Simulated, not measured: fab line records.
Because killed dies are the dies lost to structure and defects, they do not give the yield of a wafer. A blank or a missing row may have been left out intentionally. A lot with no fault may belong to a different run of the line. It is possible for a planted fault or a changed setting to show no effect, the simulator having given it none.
8D (eight disciplines) problem report, filled in by code :: flow gf180mcu :: the parts of the form that need people (team, actions taken, sign-off) are left out

1. THE ISSUE
GF_V3_CMP_04, time_to_endpoint_s: mean 20 s over 1 wafer from 1 lot; wafers with no fault: 80 s, standard deviation 4.7. Relative to the usual mean, that is a shift of -13 standard deviations.
The step: polishes SiO2.
The first sign was on wafer L639.6 at day 24 00:59, on cmp-01. The record has a number at this step for 39 wafers belonging to 13 lots. Rule for "out" (also "out of limits"): further than 4 standard deviations from the usual mean. The rest of the wafers with a number are treated as sound.

2. WHAT IT IS AND WHAT IT IS NOT
question: which readings at this step
is: time_to_endpoint_s
is not: head_pressure_psi, motor_current_A

question: which lots
is: L639
is not: L634, L635, L645, L647, L648, L649, L650, L651, L652, L653, L654, L655

question: which wafers of those lots
is: L639.6
is not: L639.2, L639.5

question: read on which tools
is: cmp-01
is not: cmp-02

question: when
is: from day 24 00:59
is not: up to then (8 sound wafers); but 30 sound wafers of L645, L647, L648, L649, L650, L651, L652, L653, L654, L655 came after

3. SUSPECTS, AND WHAT RULES EACH OUT
Counting: a tool at a process step up to the reading stays a suspect if it ran every lot that is out. Sound lots after the first of them don't rule it out here, since some wafers of a struck lot are sound.
- pvd_sputter-03 at GF_V2_SPUTTER_21 (material Ti, target thk 15 nm, time 80.02 s): kept. It ran the lot that is out, L639 (day 23 00:04); its last sound lot up to then is L635 (day 21 06:46).
- pvd_sputter-04 at GF_M3_SPUTTER_01 (material TiN, target thk 30 nm, time 25 s): kept. It ran the lot that is out, L639 (day 23 00:52).
- cmp-01 at GF_V3_CMP_04 (polishes SiO2): kept. It ran the lot that is out, L639 (day 24 00:59); its last sound lot up to then is L634 (day 22 01:56). Its own time_to_endpoint_s readings are out on those wafers.
- In cmp-01 at GF_V3_CMP_04, the wafers that are out were processed in chamber 0 and their sound lot-mates in chambers 2, 3.
Left after counting: pvd_sputter-03 at GF_V2_SPUTTER_21, pvd_sputter-04 at GF_M3_SPUTTER_01, cmp-01 at GF_V3_CMP_04.

4. THE CAUSE (what the simulator had put in)
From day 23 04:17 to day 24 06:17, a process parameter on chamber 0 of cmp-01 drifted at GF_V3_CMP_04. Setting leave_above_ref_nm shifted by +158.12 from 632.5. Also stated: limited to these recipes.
Counting leaves 3 suspects; this tool is one of them.

5. THE EFFECT CHAIN, in route order
Rows list readings where the struck wafers' mean (over those with a number) sits beyond 3 standard deviations from the usual. Only readings whose record carries a usual standard deviation are examined. hours: median over the lots of the time between each lot's start at the first step of this table that gives one and its start at this step. sigmas: the change, counted in usual standard deviations.
hours: 0
step: GF_V3_CMP_04
reading: time_to_endpoint_s
usual: 80 s
on struck wafers: 20
change: -60
sigmas: -13

hours: -
step: GF_V3_ETCH_17
reading: oes_product_au
usual: 0.856 a.u.
on struck wafers: 0.976
change: +0.120
sigmas: +27
Process steps it contains:
- GF_V3_CMP_04: polishes SiO2.
- GF_V3_ETCH_17: etches SiO2 in C4F8/O2/Ar, stops on TiN, target depth 635 nm.

6. HOW IT WOULD HAVE BEEN CAUGHT EARLIER
In this record no reading fell out of limits until day 24 00:59, 21 hours after the fault had begun at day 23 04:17.
